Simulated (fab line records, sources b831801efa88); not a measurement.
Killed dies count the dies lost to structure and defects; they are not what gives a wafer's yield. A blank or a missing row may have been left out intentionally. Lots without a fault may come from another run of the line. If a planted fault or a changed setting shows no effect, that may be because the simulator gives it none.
Which tool is to blame? | flow sky130 | 18 wafers from 6 lots sampled at 3 of the route's 708 steps

## WHAT THE GAUGES READ, wafer by wafer
SKY_VT_ADJUST_PCH_OVL_MEAS_07.
lot  | measured     | on         | VT_ADJUST_PCH_OVL (nm)
L502 | day 10 21:12 | overlay-01 | -1.8 -2.4 -2.3
L504 | day 11 06:15 | overlay-02 | -1.4 -0.9 -0.4
L506 | day 11 23:33 | overlay-01 | -1.9 -0.7 -1.1
L508 | day 12 12:20 | overlay-02 | 0.6 1.0 0.3
L511 | day 13 08:02 | overlay-02 | - - -
L523 | day 17 08:26 | overlay-02 | 1.1 0.2 1.2

## EACH LOT AND THE TOOL THAT RAN IT (in order: tool; ch and the chambers of the sampled wafers; start)
lot  | SKY_VT_ADJUST_NCORE_STRIP_10         | SKY_VT_ADJUST_PCH_EXPOSE_04
L502 | plasma_asher-02 ch 0, day 9 03:12    | iline_stepper-02 ch 0, day 10 11:12
L504 | plasma_asher-02 ch 0,1, day 9 11:07  | iline_stepper-01 ch 0, day 10 18:43
L506 | plasma_asher-01 ch 0,1, day 10 02:40 | iline_stepper-02 ch 0, day 11 11:46
L508 | plasma_asher-01 ch 0,1, day 10 14:12 | iline_stepper-02 ch 0, day 12 00:37
L511 | plasma_asher-01 ch 0,1, day 11 07:57 | iline_stepper-02 ch 0, day 12 19:58
L523 | plasma_asher-02 ch 0,1, day 15 00:30 | iline_stepper-01 ch 0, day 16 18:50
- SKY_VT_ADJUST_NCORE_STRIP_10: strips in O2/N2.
- SKY_VT_ADJUST_PCH_EXPOSE_04: exposes mask NWM, target cd 840 nm.

## THE ANSWER, worked out from the rows above alone
Rule: the lots themselves supply what counts as usual. Put in order of their means at a reading, lots are off if they are a third of the lots or fewer, leave a main group of 4 or more, and stand apart from it by a gap of 3 or more times the standard deviation of the main group's means; of several such gaps the widest counts. If all means in a main group match to the digits the tables above print for the reading, that group is not used. Also off: a lot with no number at a reading for which 4 or more lots have one. All remaining lots with rows at the step are treated as sound.
Off: L511, at SKY_VT_ADJUST_PCH_OVL_MEAS_07 (VT_ADJUST_PCH_OVL). Without a number there: L511. Main group: mean -0.6 nm, sd 1.1.
A tool fits if, at a process step before that reading, it ran every lot that is off, and no sound lot after the first of them. The gauges at SKY_VT_ADJUST_PCH_OVL_MEAS_07 are tried like those tools. This does not decide it: 2 tools fit, namely plasma_asher-01 at SKY_VT_ADJUST_NCORE_STRIP_10 and iline_stepper-02 at SKY_VT_ADJUST_PCH_EXPOSE_04.

## WHAT THE SIMULATOR PUT IN
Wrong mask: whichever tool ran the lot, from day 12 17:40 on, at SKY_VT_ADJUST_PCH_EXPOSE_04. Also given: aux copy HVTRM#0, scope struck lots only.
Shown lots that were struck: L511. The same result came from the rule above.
